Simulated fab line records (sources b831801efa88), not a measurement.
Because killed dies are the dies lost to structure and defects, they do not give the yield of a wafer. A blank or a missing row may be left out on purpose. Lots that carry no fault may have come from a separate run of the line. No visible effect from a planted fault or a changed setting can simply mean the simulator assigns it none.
Check of tool commonality | flow gf180mcu | Lots sampled 14, wafers sampled 42

THE REASON FOR OPENING IT
Of 14 lots, 2 have the reading STI_OXIDATION_02_THK flagged at GF_STI_THK_MEAS_30. No-fault wafers: 9.92 nm, standard deviation 0.19.
Rule: a lot gets a flag if all its wafers with a number sit over 4 standard deviations from that mean, or if no wafer of it has a number. As for the other lots, they are considered sound.

lot  | measured    | on            | STI_OXIDATION_02_THK (nm), wafer by wafer | flag
L497 | day 3 01:26 | film-metro-02 | 10.24 10.17 10.15                         |
L498 | day 3 01:26 | film-metro-03 | 9.74 9.74 9.63                            |
L499 | day 3 05:37 | film-metro-02 | 15.72 15.73 15.59                         | FLAGGED
L500 | day 3 11:05 | film-metro-04 | 15.63 15.53 15.63                         | FLAGGED
L501 | day 3 16:57 | film-metro-02 | 9.93 9.97 10.04                           |
L507 | day 4 23:04 | film-metro-03 | 9.60 9.72 9.71                            |
L511 | day 5 16:55 | film-metro-02 | 9.96 10.02 9.97                           |
L512 | day 6 02:55 | film-metro-04 | 9.60 9.64 9.66                            |
L513 | day 6 09:17 | film-metro-04 | 9.49 9.67 9.63                            |
L514 | day 6 12:32 | film-metro-04 | 10.23 10.31 9.98                          |
L516 | day 6 18:11 | film-metro-02 | 9.73 10.03 9.92                           |
L515 | day 6 18:12 | film-metro-03 | 9.67 9.74 9.68                            |
L517 | day 6 23:28 | film-metro-03 | 10.16 10.12 10.01                         |
L518 | day 7 03:21 | film-metro-04 | 9.94 9.91 10.02                           |
On average the flagged lots' numbers are 15.64 nm, which is +5.72 nm against the usual, or +30 standard deviations.

WHICH TOOL EACH LOT WENT THROUGH
The record holds 1 process step before the reading, out of a route of 602 steps. Every cell lists first the tool, next ch and the chambers used by the sampled wafers, and last the start.
lot  | flag    | GF_STI_OXIDATION_29
L497 |         | furnace-02 ch 0, day 3 00:02
L498 |         | furnace-02 ch 0, day 3 00:02
L499 | FLAGGED | furnace-02 ch 0, day 3 04:13
L500 | FLAGGED | furnace-02 ch 0, day 3 09:41
L501 |         | furnace-01 ch 0, day 3 15:33
L507 |         | furnace-01 ch 0, day 4 21:40
L511 |         | furnace-01 ch 0, day 5 15:31
L512 |         | furnace-01 ch 0, day 6 01:31
L513 |         | furnace-01 ch 0, day 6 07:53
L514 |         | furnace-02 ch 0, day 6 11:08
L516 |         | furnace-01 ch 0, day 6 16:47
L515 |         | furnace-01 ch 0, day 6 16:47
L517 |         | furnace-01 ch 0, day 6 22:04
L518 |         | furnace-02 ch 0, day 7 01:57
What these steps do:
- GF_STI_OXIDATION_29: stabilise 600 s, purge 300 s, target thk 10 nm.
- GF_STI_THK_MEAS_30

FLAGGED AGAINST TOTAL, ONE TOOL AT A TIME (gauges that did the reading follow at the end)
step                | tool          | lots run | flagged | share of the flagged lots | sound lots run after its first flagged lot
GF_STI_OXIDATION_29 | furnace-01    | 8        | 0       | none                      | -
GF_STI_OXIDATION_29 | furnace-02    | 6        | 2       | all                       | 2 (L514,L518)
GF_STI_THK_MEAS_30  | film-metro-02 | 5        | 1       | some                      | 3 (L501,L511,L516)
GF_STI_THK_MEAS_30  | film-metro-03 | 4        | 0       | none                      | -
GF_STI_THK_MEAS_30  | film-metro-04 | 5        | 1       | some                      | 4 (L512,L513,L514,L518)

WHAT THE TABLE ALLOWS
All flagged lots share 1 row of the table, namely furnace-02 at GF_STI_OXIDATION_29.
- furnace-02 at GF_STI_OXIDATION_29: 2 of its 6 lots flagged. Sound lots ran on it after the first flagged one (L514, L518), which a lasting fault on the whole tool wouldn't allow.
No row of the table ran every flagged lot and no sound lot after the first.

WHAT THE SIMULATOR PUT IN
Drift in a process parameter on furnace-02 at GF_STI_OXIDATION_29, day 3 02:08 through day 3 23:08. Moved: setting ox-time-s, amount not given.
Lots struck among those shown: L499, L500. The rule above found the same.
